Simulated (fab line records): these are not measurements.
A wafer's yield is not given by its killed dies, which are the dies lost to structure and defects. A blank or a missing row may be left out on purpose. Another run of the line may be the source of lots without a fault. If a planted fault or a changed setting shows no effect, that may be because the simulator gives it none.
fab line records	flow sky130
record lots=5	wafers=15	last-day=50
route steps=708 shown POLY_GATE@229 LDD_N@237 PAD_OPEN@708
lots that met no fault: taken from a fault-free run of the same line
start-h: hours from the record's opening day to when the first of the lot's shown wafers began	wait-h: how many hours have passed since the lot's step before this one	" same as the row above	L1.1+2: a single row standing in for several wafers	- either no value or no given start	* or withheld: withheld	< > ~ a bound
route shown NAME@n: names a module that has steps shown in the file, with the first one's number in the route	usual: average and standard deviation across the fault-free wafers	same: alike in all rows	chamber/n: place in a boat	sites: per-site readings	_std_site: standard deviation of those values	_edge_site: inner sites' mean taken away from outer sites' mean	radius-mm: how far each site lies from the wafer's centre	mask NAME#n: copy n	behind: the tool/chamber that last shaped the wafer	hold: the reason the lot was held/the length of the hold in hours/how it ended	device: which transistor (n, p or np) failed to switch	end of line: the tests these same wafers got at the end of their route	a step given without rows: its recipe and nothing more	killed: at the first sort, the dies lost to defects and structure; wafer yield is something else	map: a wafer's dies, x killed, . not, _ none there
set.NAME: setting as actually run; set.NAME@STEP: the setting as run at that earlier step	model.NAME: the simulator's own value behind a step, which no gauge read
lots at some steps of the route; a table a step, a row a wafer
services: from which hour (start-h, from the record's first day; less than 0 if before it) a tool's chamber was out of use, for how many hours, and why
## steps
# step SKY_POLY_GATE_ETCH_15
# recipe chemistry=N2/H2	target=BARC	ion-energy-ev=200	source-w=500	bias-w=100	pressure-mtorr=30	n2-flow-sccm=100	h2-flow-sccm=200	stop-on=SiO2	time-s=118.5	target-depth-a=1100
# usual bias-w=99.99/0.29	drypump-motor-current-A=5.8/0.47	oes-product-au=0.716/0.0044	throttle-valve-pct=13.212/0.0091
lot.wafer	tool	chamber	start-h	wait-h	bias-w	drypump-motor-current-A	oes-product-au	rf-hours-counter-h	throttle-valve-pct
L752.3	rie-diel-02	3	459.47	0.0	99.69	5.8	0.716	32	13.220
L752.5	"	2	"	"	100.28	5.6	0.716	-	13.202
L752.6	"	0	"	"	99.76	5.1	0.710	-	13.221
L756.1	rie-diel-04	1	491.43	0.0	99.84	5.2	0.711	103	13.193
L756.2	"	0	"	"	100.13	5.8	0.714	3	13.214
L756.6	"	1	"	"	99.56	5.2	0.717	-	13.197
L762.1	rie-diel-01	2	540.77	0.0	100.78	6.2	0.719	8	13.212
L762.2	"	3	"	"	99.58	5.1	0.714	10	13.229
L762.3	"	1	"	"	100.14	6.0	0.716	25	13.211
L764.2	rie-diel-01	2	557.20	0.0	100.29	6.1	0.711	8	13.206
L764.3	"	3	"	"	99.99	5.1	0.725	11	13.209
L764.4	"	0	"	"	99.68	6.7	0.719	10	13.218
L765.1	rie-diel-04	2	564.75	0.0	100.11	6.3	0.715	37	13.193
L765.3	"	2	"	"	100.18	6.3	0.717	-	13.201
L765.5	"	2	"	"	100.46	6.3	0.725	-	13.207
# step SKY_POLY_GATE_ETCH_16
# recipe stop-on=poly-Si	chemistry=CH3F/O2	target=Si3N4	source-w=400	bias-w=80	pressure-mtorr=25	ch3f-flow-sccm=40	O2_flow_sccm=30	time-s=147.5	target-depth-a=750
# usual bias-w=80.05/0.24	ch3f-flow-sccm=39.99/0.13	drypump-motor-current-A=5.8/0.47	oes-product-au=0.640/0.0049	throttle-valve-pct=10.535/0.01
lot.wafer	tool	chamber	start-h	wait-h	bias-w	ch3f-flow-sccm	drypump-motor-current-A	oes-product-au	rf-hours-counter-h	throttle-valve-pct
L752.3	rie-diel-02	3	459.55	0.0	80.20	39.98	5.8	0.643	32	10.536
L752.5	"	2	"	"	80.15	39.81	5.5	0.636	-	10.550
L752.6	"	0	"	"	80.09	40.00	5.1	0.641	-	10.540
L756.1	rie-diel-04	1	491.52	0.0	79.96	39.80	5.2	0.636	103	10.567
L756.2	"	0	"	"	80.13	39.82	5.8	0.644	3	10.545
L756.6	"	1	"	"	79.88	39.75	5.2	0.648	-	10.519
L762.1	rie-diel-01	2	540.85	0.0	80.16	40.11	6.2	0.637	8	10.543
L762.2	"	3	"	"	80.29	40.23	5.1	0.630	10	10.537
L762.3	"	1	"	"	80.32	39.91	6.0	0.644	25	10.535
L764.2	rie-diel-01	2	557.28	0.0	79.87	39.97	6.2	0.641	8	10.524
L764.3	"	3	"	"	79.55	39.55	5.1	0.634	11	10.545
L764.4	"	0	"	"	80.29	40.02	6.7	0.643	10	10.548
L765.1	rie-diel-04	2	564.87	0.1	80.21	39.83	6.2	0.635	37	10.538
L765.3	"	2	"	"	79.94	39.87	6.2	0.641	-	10.543
L765.5	"	2	"	"	80.14	40.08	6.2	0.638	-	10.521
# step SKY_POLY_GATE_ETCH_17
# recipe target-depth-nm=180	stop-on=SiO2	over-etch-frac=0.56667	chemistry=HBr/Cl2	target=poly-Si	icp-w=400	bias-w=100	pressure-mtorr=10	HBr_flow_sccm=150	Cl2_flow_sccm=50	time-s=70.5
# usual bias-w=100.0/0.32	drypump-motor-current-A=5.9/0.33	oes-product-au=0.988/0.0078	throttle-valve-pct=33.683/0.0091
lot.wafer	tool	chamber	start-h	wait-h	bias-w	drypump-motor-current-A	oes-product-au	rf-hours-counter-h	throttle-valve-pct
L752.3	rie-si-02	3	459.65	0.0	99.8	5.8	0.989	0	33.688
L752.5	"	0	"	"	99.9	5.7	0.992	-	33.682
L752.6	"	1	"	"	100.0	6.2	0.981	-	33.690
L756.1	rie-si-01	2	491.61	0.0	100.2	5.7	0.981	6	33.661
L756.2	"	0	"	"	100.3	5.1	0.989	4	33.685
L756.6	"	2	"	"	100.0	5.7	0.985	-	33.698
L762.1	rie-si-01	3	540.95	0.0	100.2	6.0	0.996	2	33.687
L762.2	"	2	"	"	99.6	5.8	0.990	6	33.663
L762.3	"	0	"	"	100.1	5.1	0.988	4	33.681
L764.2	rie-si-01	2	557.38	0.0	99.5	5.8	0.991	6	33.672
L764.3	"	0	"	"	100.4	5.1	0.989	4	33.695
L764.4	"	1	"	"	100.1	5.9	0.992	0	33.691
L765.1	rie-si-02	1	565.02	0.1	100.1	6.2	0.985	6	33.699
L765.3	"	3	"	"	100.4	5.8	0.987	1	33.696
L765.5	"	0	"	"	100.4	5.7	0.988	-	33.683
# step SKY_POLY_GATE_STRIP_18
# recipe chemistry=O2/N2	power-w=1400	pressure-mtorr=1500	platen-temp-c=withheld	o2-flow-sccm=3000	n2-flow-sccm=300	overash-fraction=0.5
# usual drypump-motor-current-A=5.4/0.43	oes-product-au=0.359/0.0046	strip-time-to-endpoint-s=3.15/0.035
# same overash-fraction=0.5
lot.wafer	tool	chamber	start-h	wait-h	drypump-motor-current-A	oes-product-au	rf-hours-counter-h	strip-time-to-endpoint-s
L752.3	plasma-asher-04	0	459.74	0.1	5.5	0.352	-	3.12
L752.5	"	1	"	"	4.9	0.361	-	3.14
L752.6	"	0	"	"	5.5	0.362	-	3.13
L756.1	plasma-asher-04	0	491.67	0.0	5.5	0.367	38	3.20
L756.2	"	1	"	"	4.9	0.366	38	3.17
L756.6	"	0	"	"	5.5	0.359	-	3.18
L762.1	plasma-asher-02	1	541.00	0.0	5.9	0.359	12	3.11
L762.2	"	0	"	"	5.2	0.355	12	3.13
L762.3	"	1	"	"	5.9	0.360	-	3.15
L764.2	plasma-asher-04	1	557.43	0.0	4.9	0.352	45	3.14
L764.3	"	0	"	"	5.5	0.352	-	3.18
L764.4	"	1	"	"	4.9	0.366	-	3.22
L765.1	plasma-asher-02	1	565.08	0.0	5.9	0.354	15	3.14
L765.3	"	0	"	"	5.2	0.366	-	3.14
L765.5	"	1	"	"	5.9	0.358	-	3.18
# step SKY_POLY_GATE_CLEAN_19
# recipe chemistry=SC1/SC2	mix=1:4:20	temp-c=70	time-s=150	dry=n2-spin
# step SKY_POLY_GATE_OXIDATION_20
# recipe temp-c=850	ambient=O2	stabilise-s=600	purge-s=300	target-thk-a=40	ox-time-s=899
# step SKY_POLY_GATE_THK_MEAS_21
# recipe reads=SiO2_of_POLY_GATE_OXIDATION_20
# usual POLY_GATE_OXIDATION_THK=4.05/0.065
lot.wafer	tool	chamber	start-h	wait-h	POLY_GATE_OXIDATION_THK[nm]
L752.3	film-metro-02	-	462.24	0.0	4.03
L752.5	"	-	"	"	4.05
L752.6	"	-	"	"	4.04
L756.1	film-metro-02	-	494.13	0.0	4.01
L756.2	"	-	"	"	4.07
L756.6	"	-	"	"	3.94
L762.1	film-metro-02	-	542.40	0.0	4.05
L762.2	"	-	"	"	4.09
L762.3	"	-	"	"	4.09
L764.2	film-metro-02	-	558.85	0.0	4.06
L764.3	"	-	"	"	4.01
L764.4	"	-	"	"	3.99
L765.1	film-metro-01	-	566.48	0.0	3.91
L765.3	"	-	"	"	3.92
L765.5	"	-	"	"	3.88
# step SKY_POLY_GATE_CD_MEAS_22
# usual cd-nm=149.7/2.5
lot.wafer	tool	chamber	start-h	wait-h	cd-nm
L752.3	cd-sem-01	-	462.33	0.1	149.2
L752.5	"	-	"	"	148.0
L752.6	"	-	"	"	145.7
L756.1	cd-sem-02	-	494.19	0.1	153.6
L756.2	"	-	"	"	147.3
L756.6	"	-	"	"	153.2
L762.1	cd-sem-02	-	542.46	0.1	150.8
L762.2	"	-	"	"	153.1
L762.3	"	-	"	"	150.5
L764.2	cd-sem-01	-	558.93	0.1	151.5
L764.3	"	-	"	"	148.5
L764.4	"	-	"	"	155.2
L765.1	cd-sem-01	-	566.54	0.1	148.2
L765.3	"	-	"	"	146.9
L765.5	"	-	"	"	149.0
# step SKY_LDD_N_DEHYDRATE_00
# recipe temp-c=200	time-s=60
# step SKY_LDD_N_HMDS_01
# recipe prime-time-s=60	prime-temp-c=120
# step SKY_LDD_N_COAT_02
# recipe resist=NOVOLAK	spin-rpm=3000	resist-thk-nm=300
# step SKY_LDD_N_SOFTBAKE_03
# recipe temp-c=90	time-s=60	resist=NOVOLAK
# step SKY_LDD_N_EXPOSE_04
# recipe mask-id=NTM	target-cd-nm=840	na=0.6	source-shape=conventional	sigma-outer=0.6	dose-mj=110
# usual focus-offset-nm=0.1/0.58
# same na=0.6
lot.wafer	tool	chamber	start-h	wait-h	mask	focus-offset-nm
L752.3	iline-stepper-01	0	477.29	-	NTM#0	-0.3
L752.5	"	0	"	"	NTM#0	0.3
L752.6	"	0	"	"	NTM#0	-0.3
L756.1	iline-stepper-01	0	509.22	-	PSDM#0	0.9
L756.2	"	0	"	"	PSDM#0	0.5
L756.6	"	0	"	"	PSDM#0	0.4
L762.1	iline-stepper-01	0	557.64	-	NTM#0	-0.2
L762.2	"	0	"	"	NTM#0	-0.1
L762.3	"	0	"	"	NTM#0	0.2
L764.2	iline-stepper-01	0	573.65	-	NTM#0	-0.9
L764.3	"	0	"	"	NTM#0	0.5
L764.4	"	0	"	"	NTM#0	-0.9
L765.1	iline-stepper-02	0	581.72	-	NTM#0	0.1
L765.3	"	0	"	"	NTM#0	0.4
L765.5	"	0	"	"	NTM#0	-0.1
# step SKY_LDD_N_PEB_05
# recipe temp-c=withheld	time-s=*	resist=NOVOLAK
# step SKY_LDD_N_DEVELOP_06
# recipe develop-time-s=60	dev-temp-c=23
# step SKY_LDD_N_OVL_MEAS_07
# usual LDD_N_OVL=-0.7/1.4
lot.wafer	tool	chamber	start-h	wait-h	LDD_N_OVL[nm]
L752.3	overlay-01	-	492.90	0.1	-1.3
L752.5	"	-	"	"	-2.0
L752.6	"	-	"	"	-0.3
L756.1	overlay-01	-	524.64	0.1	-
L756.2	"	-	"	"	-
L756.6	"	-	"	"	-
L762.1	overlay-01	-	571.58	0.1	1.4
L762.2	"	-	"	"	1.0
L762.3	"	-	"	"	0.8
L764.2	overlay-02	-	588.70	0.1	-2.3
L764.3	"	-	"	"	-0.7
L764.4	"	-	"	"	-1.8
L765.1	overlay-01	-	596.19	0.1	1.0
L765.3	"	-	"	"	-0.2
L765.5	"	-	"	"	1.0
# step SKY_LDD_N_IMPLANT_08
# recipe species=As	energy-kev=20	dose-cm2=7.5e+13	tilt-deg=withheld	rotation-deg=23
# step SKY_LDD_N_IMPLANT_09
# recipe species=As	energy-kev=20	dose-cm2=7.5e+13	tilt-deg=withheld	rotation-deg=113
# step SKY_LDD_N_IMPLANT_10
# recipe species=As	energy-kev=20	dose-cm2=7.5e+13	tilt-deg=withheld	rotation-deg=203
# step SKY_LDD_N_IMPLANT_11
# recipe species=As	energy-kev=20	dose-cm2=7.5e+13	tilt-deg=withheld	rotation-deg=293
# step SKY_LDD_N_IMPLANT_12
# recipe species=BF2	energy-kev=50	dose-cm2=5e+12	tilt-deg=30	rotation-deg=0
# step SKY_LDD_N_IMPLANT_13
# recipe species=BF2	energy-kev=50	dose-cm2=5e+12	tilt-deg=30	rotation-deg=90
# step SKY_LDD_N_IMPLANT_14
# recipe species=BF2	energy-kev=50	dose-cm2=5e+12	tilt-deg=30	rotation-deg=180
# step SKY_LDD_N_IMPLANT_15
# recipe species=BF2	energy-kev=50	dose-cm2=5e+12	tilt-deg=30	rotation-deg=270
# step SKY_LDD_N_STRIP_16
# recipe chemistry=O2/N2	power-w=1400	pressure-mtorr=1500	platen-temp-c=withheld	o2-flow-sccm=3000	n2-flow-sccm=300	overash-fraction=0.5
# usual drypump-motor-current-A=5.4/0.36	oes-product-au=0.406/0.0046	strip-time-to-endpoint-s=4.314/0.016
# same overash-fraction=0.5
lot.wafer	tool	chamber	start-h	wait-h	drypump-motor-current-A	oes-product-au	rf-hours-counter-h	strip-time-to-endpoint-s
L752.3	plasma-asher-01	0	494.16	0.1	5.4	0.405	-	4.285
L752.5	"	0	"	"	5.4	0.408	-	4.292
L752.6	"	1	"	"	5.3	0.404	-	4.298
L756.1	plasma-asher-03	1	525.88	0.1	6.2	0.410	70	4.342
L756.2	"	0	"	"	5.3	0.402	70	4.315
L756.6	"	0	"	"	5.3	0.401	-	4.325
L762.1	plasma-asher-01	0	572.81	0.1	5.5	0.407	87	4.333
L762.2	"	1	"	"	5.3	0.400	87	4.319
L762.3	"	1	"	"	5.3	0.406	-	4.338
L764.2	plasma-asher-04	0	589.93	0.1	5.5	0.405	49	4.321
L764.3	"	1	"	"	4.9	0.409	-	4.307
L764.4	"	0	"	"	5.5	0.399	-	4.310
L765.1	plasma-asher-01	1	597.43	0.1	5.3	0.401	90	4.298
L765.3	"	0	"	"	5.4	0.407	-	4.323
L765.5	"	0	"	"	5.4	0.404	-	4.310
# step SKY_LDD_N_TW_MEAS_17
# usual LDD_N_TW=2585/44
lot.wafer	tool	chamber	start-h	wait-h	hold	LDD_N_TW
L752.3	film-metro-01	-	494.25	0.1	-	2548
L752.5	"	-	"	"	-	2545
L752.6	"	-	"	"	-	2549
L756.1	film-metro-04	-	525.98	0.1	await-dispo/0.2h/release	31
L756.2	"	-	"	"	await-dispo/0.2h/release	31
L756.6	"	-	"	"	await-dispo/0.2h/release	31
L756.1	film-metro-04	-	526.24	0.3	-	31
L756.2	"	-	"	"	-	31
L756.6	"	-	"	"	-	31
L762.1	film-metro-01	-	572.91	0.1	-	2561
L762.2	"	-	"	"	-	2550
L762.3	"	-	"	"	-	2565
L764.2	film-metro-02	-	590.04	0.1	-	2554
L764.3	"	-	"	"	-	2555
L764.4	"	-	"	"	-	2529
L765.1	film-metro-04	-	597.53	0.1	-	2660
L765.3	"	-	"	"	-	2633
L765.5	"	-	"	"	-	2652
# step SKY_PAD_OPEN_PROBE_99
# usual defect-limited-yield=82.5/2.1	killed_at_M0_to_M3=44/7.3	killed_at_M4_up=3.4/1.8	killed-at-contacts=24/5.8	killed-at-front-end=15/4.9	killed-at-other=0.4/0.63	killed-dies=86/11	killed-open=47/8	killed-short=39/6.5	sort_bin_3_pad_short=0.9/0.38	sort_bin_5_function=10.4/1.6	sort_bin_6_memory=6.2/1.2	sort-n-pass=406/11	sort-yield-pct=82.5/2.1
# same gross-dies=492	killed-at-back-side=0	sort_bin_4_leakage[%]=0	sort_bin_8_speed[%]=0
lot.wafer	tool	chamber	start-h	wait-h	defect-limited-yield[%]	killed_at_M0_to_M3	killed_at_M4_up	killed-at-contacts	killed-at-front-end	killed-at-other	killed-dies	killed-open	killed-short	sort_bin_3_pad_short[%]	sort_bin_5_function[%]	sort_bin_6_memory[%]	sort-n-pass	sort-yield-pct[%]
L752.3	prober-02	-	1135.46	0.2	81.5	40	2	32	17	0	91	56	34	0.4	11.4	6.7	401	81.5
L752.5	prober-02	-	1135.56	0.2	80.3	54	7	26	10	0	97	45	52	0.8	12.8	6.1	395	80.3
L752.6	prober-02	-	1135.61	0.2	85.6	31	4	21	15	0	71	36	35	0.2	10.0	4.3	421	85.6
L765.1	prober-01	-	1197.44	0.1	80.7	51	6	26	12	0	95	53	40	1.2	9.1	8.9	397	80.7
L765.3	prober-01	-	1197.54	0.2	82.9	46	7	18	11	2	84	39	45	1.2	10.4	5.5	408	82.9
L765.5	prober-01	-	1197.64	0.2	85.2	34	5	26	7	1	73	41	29	0.6	9.3	4.9	419	85.2
# killed by level:class
L752.3 LI_CONTACT:geometric-particle:open=10 CONTACT:geometric-particle:open=9 METAL2:geometric-particle:short=8 VIA3:geometric-particle:open=8 FIELD_ISO:geometric-particle:short=5 FIELD_ISO:geometric-particle:open=5 VIA1:geometric-particle:short=5 VIA1:geometric-particle:open=5
L752.5 VIA1:geometric-particle:open=14 METAL1:geometric-particle:short=10 CONTACT:geometric-particle:open=8 CONTACT:geometric-particle:short=8 METAL4:geometric-particle:short=7 VIA1:geometric-particle:short=5 LI_CONTACT:geometric-particle:open=5 VIA2:geometric-particle:open=5
L752.6 VIA1:geometric-particle:open=8 CONTACT:geometric-particle:open=6 METAL2:geometric-particle:short=5 LI_CONTACT:geometric-particle:open=5 VIA3:geometric-particle:open=5 FIELD_ISO:geometric-particle:short=4 FIELD_ISO:geometric-particle:open=4 POLY_GATE:geometric-particle:short=4
L765.1 CONTACT:geometric-particle:open=13 VIA2:geometric-particle:open=10 METAL2:geometric-particle:short=8 VIA1:geometric-particle:open=7 VIA3:geometric-particle:open=7 METAL3:geometric-particle:short=6 LI_CONTACT:geometric-particle:open=4 LOCAL_INTERCONNECT:geometric-particle:short=4
L765.3 VIA1:geometric-particle:open=16 CONTACT:geometric-particle:open=7 METAL2:geometric-particle:short=7 METAL3:geometric-particle:short=6 VIA1:geometric-particle:short=6 METAL4:geometric-particle:short=6 LOCAL_INTERCONNECT:geometric-particle:short=4 VIA2:geometric-particle:open=4
L765.5 CONTACT:geometric-particle:open=10 LI_CONTACT:geometric-particle:open=9 METAL1:geometric-particle:short=6 VIA1:geometric-particle:short=6 VIA1:geometric-particle:open=6 VIA2:geometric-particle:open=5 LOCAL_INTERCONNECT:geometric-particle:short=4 VIA3:geometric-particle:open=4
## services
tool	chamber	start-h	hours	kind
rie-diel-04	2	435.76	42.0	repair
iline-stepper-01	-	437.45	9.5	repair
rie-diel-02	1	439.93	8.3	repair
rie-si-01	0	450.03	2.1	repair
rie-diel-01	0	450.41	2.8	repair
rie-si-01	-	457.24	14.6	pm
rie-diel-04	3	465.70	1.9	repair
rie-diel-04	3	468.94	45.4	repair
rie-si-02	1	471.42	12.9	repair
rie-diel-02	-	474.97	4.3	pm
rie-si-01	-	492.81	0.4	repair
rie-diel-04	0	497.44	3.2	repair
rie-diel-01	1	499.90	31.5	repair
rie-diel-01	2	502.18	4.5	repair
plasma-asher-01	-	523.51	9.9	repair
rie-diel-04	1	524.29	5.5	repair
rie-si-01	1	545.91	2.0	repair
rie-diel-01	2	554.16	1.5	repair
rie-diel-04	3	554.73	14.7	repair
rie-diel-04	-	558.31	2.8	pm
rie-diel-04	0	561.20	4.6	repair
rie-diel-01	-	574.10	0.2	repair
rie-diel-01	1	584.00	2.7	repair
iline-stepper-01	-	589.10	2.1	pm
## key
first-sign step=SKY_LDD_N_EXPOSE_04	reading=mask	direction=changed
effect step=SKY_LDD_N_OVL_MEAS_07	reading=LDD_N_OVL	direction=missing
effect step=SKY_LDD_N_TW_MEAS_17	reading=visit	direction=added
effect step=SKY_LDD_N_TW_MEAS_17	reading=LDD_N_TW	direction=down	sigmas=58	usual=2585	struck=31
met-at SKY_LDD_N_EXPOSE_04
struck-wafers L756.1,L756.2,L756.6
scrapped-behind SKY_LDD_N_TW_MEAS_17 L756.1,L756.2,L756.6
onset-between 477.29 509.22
fault kind=wrong-mask	tool=any	chamber=-	onset-h=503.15	steps=SKY_LDD_N_EXPOSE_04	aux-copy=PSDM#0	scope=struck-lots-only
